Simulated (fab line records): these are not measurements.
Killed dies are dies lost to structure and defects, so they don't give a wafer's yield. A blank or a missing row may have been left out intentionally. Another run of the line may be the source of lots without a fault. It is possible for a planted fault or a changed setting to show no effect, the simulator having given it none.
Which of the tools did it? / flow sky130 / Sampling: 11 lots, 33 wafers, 3 of 708 route steps

## WHAT THE GAUGES SHOWED, per wafer
SKY_VIA3_THK_MEAS_01.
lot=L601; measured=day 38 10:36; on=film_metro-02; VIA3_HDPCVD_THK (nm)=1616 1605 1619
lot=L605; measured=day 39 22:02; on=film_metro-01; VIA3_HDPCVD_THK (nm)=1630 1616 1610
lot=L607; measured=day 40 08:10; on=film_metro-02; VIA3_HDPCVD_THK (nm)=1641 1614 1629
lot=L608; measured=day 40 14:53; on=film_metro-04; VIA3_HDPCVD_THK (nm)=1601 1610 1587
lot=L609; measured=day 41 02:23; on=film_metro-01; VIA3_HDPCVD_THK (nm)=1633 1622 1645
lot=L611; measured=day 41 21:53; on=film_metro-01; VIA3_HDPCVD_THK (nm)=1632 1625 1646
lot=L613; measured=day 42 03:50; on=film_metro-02; VIA3_HDPCVD_THK (nm)=1622 1632 1614
lot=L612; measured=day 42 05:17; on=film_metro-02; VIA3_HDPCVD_THK (nm)=1653 1649 1660
lot=L615; measured=day 42 13:52; on=film_metro-01; VIA3_HDPCVD_THK (nm)=1644 1630 1828
lot=L617; measured=day 43 06:05; on=film_metro-01; VIA3_HDPCVD_THK (nm)=1646 1810 1815
lot=L619; measured=day 43 15:53; on=film_metro-02; VIA3_HDPCVD_THK (nm)=1621 1654 1619

## WHICH TOOL RAN EACH LOT (tool, then ch and the chambers of the sampled wafers, then the start)
lot=L601; SKY_METAL3_SPUTTER_00=pvd_sputter-01, day 36 04:30; SKY_VIA3_HDPCVD_00=hdpcvd-01 ch 1,2, day 38 10:26
lot=L605; SKY_METAL3_SPUTTER_00=pvd_sputter-03, day 37 17:26; SKY_VIA3_HDPCVD_00=hdpcvd-02 ch 0,1,2, day 39 21:52
lot=L607; SKY_METAL3_SPUTTER_00=pvd_sputter-03, day 38 04:16; SKY_VIA3_HDPCVD_00=hdpcvd-02 ch 0,1,2, day 40 07:59
lot=L608; SKY_METAL3_SPUTTER_00=pvd_sputter-01, day 38 10:55; SKY_VIA3_HDPCVD_00=hdpcvd-02 ch 0,1,2, day 40 14:43
lot=L609; SKY_METAL3_SPUTTER_00=pvd_sputter-01, day 38 23:41; SKY_VIA3_HDPCVD_00=hdpcvd-02 ch 1,2, day 41 02:13
lot=L611; SKY_METAL3_SPUTTER_00=pvd_sputter-01, day 39 20:16; SKY_VIA3_HDPCVD_00=hdpcvd-01 ch 0,1, day 41 21:41
lot=L613; SKY_METAL3_SPUTTER_00=pvd_sputter-03, day 40 02:29; SKY_VIA3_HDPCVD_00=hdpcvd-02 ch 0,1,2, day 42 03:40
lot=L612; SKY_METAL3_SPUTTER_00=pvd_sputter-03, day 40 03:19; SKY_VIA3_HDPCVD_00=hdpcvd-01 ch 0,1,2, day 42 05:07
lot=L615; SKY_METAL3_SPUTTER_00=pvd_sputter-04, day 40 12:15; SKY_VIA3_HDPCVD_00=hdpcvd-02 ch 0,1,2, day 42 13:43
lot=L617; SKY_METAL3_SPUTTER_00=pvd_sputter-04, day 41 05:22; SKY_VIA3_HDPCVD_00=hdpcvd-02 ch 0,1,2, day 43 05:55
lot=L619; SKY_METAL3_SPUTTER_00=pvd_sputter-01, day 41 14:53; SKY_VIA3_HDPCVD_00=hdpcvd-01 ch 1,2, day 43 15:43
- SKY_METAL3_SPUTTER_00: material Ti, target thk 15 nm, time 10 s.
- SKY_VIA3_HDPCVD_00: deposits SiO2, target thk 1635 nm, time 272.5 s.

## THE ANSWER, worked out from the rows above alone
Rule: what is usual is taken from the lots themselves. Put in order of their means at a reading, lots are off if they are a third of the lots or fewer, leave a main group of 4 or more, and stand apart from it by a gap of 3 or more times the standard deviation of the main group's means; of several such gaps the widest counts. The tables above print the reading to a certain number of digits; a main group whose means all agree to those digits is not used. A lot without any number at a reading at which 4 lots or more have one is off too. The other lots that the step has rows for count as sound.
Off: L615, L617, seen at SKY_VIA3_THK_MEAS_01 (VIA3_HDPCVD_THK). The main group has a mean of 1626 nm with a standard deviation of 14.
A tool fits if, at a process step before that reading, it ran every lot that is off, and no sound lot after the first of them. Gauges at SKY_VIA3_THK_MEAS_01: tried the same way as those tools. Can't be told from this: 3 tools fit, pvd_sputter-04 at SKY_METAL3_SPUTTER_00, hdpcvd-02 at SKY_VIA3_HDPCVD_00, film_metro-01 at SKY_VIA3_THK_MEAS_01.

## WHAT WAS PUT IN BY THE SIMULATOR
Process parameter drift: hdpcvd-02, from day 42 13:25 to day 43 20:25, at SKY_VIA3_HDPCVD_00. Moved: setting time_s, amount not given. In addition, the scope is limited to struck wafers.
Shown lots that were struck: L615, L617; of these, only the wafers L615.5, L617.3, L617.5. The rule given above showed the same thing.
